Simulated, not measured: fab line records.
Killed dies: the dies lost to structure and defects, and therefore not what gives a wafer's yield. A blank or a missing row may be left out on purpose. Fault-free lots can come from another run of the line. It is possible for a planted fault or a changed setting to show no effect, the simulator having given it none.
2 desks, one fault || flow sky130 || each desk holds nothing but its own numbers, with what lay behind them at the end

## AT THE METROLOGY DESK
What the gauges read for every lot (on any tool): the sampled wafers with a number, averaged. The brackets show how far a lot's mean lies from the usual mean; more than 4 standard deviations puts the lot out of limits, marked OUT.
Columns: A = FIELD_ISO_OXIDATION_01_THK at SKY_FIELD_ISO_THK_MEAS_23, usual 10.07 nm; B = FIELD_ISO_CVD_24_THK at SKY_FIELD_ISO_THK_MEAS_25, usual 595 nm; C = NWELL_OXIDATION_THK at SKY_NWELL_THK_MEAS_02, usual 10.05 nm; D = DNWELL_TW at SKY_DNWELL_TW_MEAS_09, usual 1114; E = PWDE_OVL at SKY_PWDE_OVL_MEAS_07, usual -0.4 nm; F = PWDE_TW at SKY_PWDE_TW_MEAS_10, usual 372.8
{"lot": "L328", "first seen here": "day 4 01:19", "A": 10.18, "B": 599, "C": 9.97, "D": 1118, "E": -3.1, "F": 372.9}
{"lot": "L330", "first seen here": "day 4 11:47", "A": 9.84, "B": 593, "C": 10.00, "D": 1117, "E": 0.6, "F": 374.7}
{"lot": "L336", "first seen here": "day 5 22:13", "A": 9.98, "B": 585, "C": 10.03, "D": 1104, "E": -0.9, "F": 373.9}
{"lot": "L337", "first seen here": "day 6 00:38", "A": 10.08, "B": 588, "C": 9.97, "D": 1108, "E": 0.3, "F": 374.3}
{"lot": "L338", "first seen here": "day 6 05:56", "A": 10.00, "B": 598, "C": 10.01, "D": 1111, "E": -1.0, "F": 368.5}
{"lot": "L341", "first seen here": "day 6 19:28", "A": 10.18, "B": 591, "C": 10.18, "D": 1123, "E": -1.3, "F": 374.5}
This desk's verdict: no lot among the 6 shows anything out of limits.

## THE TOOL OWNER'S DESK: wet bench-02
The tool's own readings at SKY_FIELD_ISO_WET_ETCH_30 (etches SiO2 in dHF, target depth 25 nm, time 50 s): means of the sampled wafers that have a number, for each lot that ran on this tool. The brackets show how far a lot's mean lies from the usual mean; more than 4 standard deviations puts the lot out of limits, marked OUT.
Columns: A = run length s at SKY_FIELD_ISO_WET_ETCH_30, usual 80 s
{"lot": "L330", "first seen here": "day 4 16:32", "A": 75}
{"lot": "L336", "first seen here": "day 6 01:26", "A": "60 (-5.6) OUT"}
{"lot": "L337", "first seen here": "day 6 04:32", "A": "62 (-5.0) OUT"}
This desk's finding: out of limits on L336, L337; first on L336, day 6 01:26 (run length s at SKY_FIELD_ISO_WET_ETCH_30). Within limits: L330.

## PUT TOGETHER
The tool owner's desk could have raised an alarm at day 6 01:26, on L336, L337.
Nothing out of limits was seen by the metrology desk.
The metrology desk holds a record of L336, L337, inside its limits.
On wet bench-02, each named lot ran SKY_FIELD_ISO_WET_ETCH_30.

## WHAT THE SIMULATOR HAD PUT IN
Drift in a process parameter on wet bench-02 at SKY_FIELD_ISO_WET_ETCH_30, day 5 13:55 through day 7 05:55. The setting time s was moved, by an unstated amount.
Struck lots among those shown: L336, L337.
Hours from the fault's start to each desk's first reading out of limits: the tool owner's desk, 12.
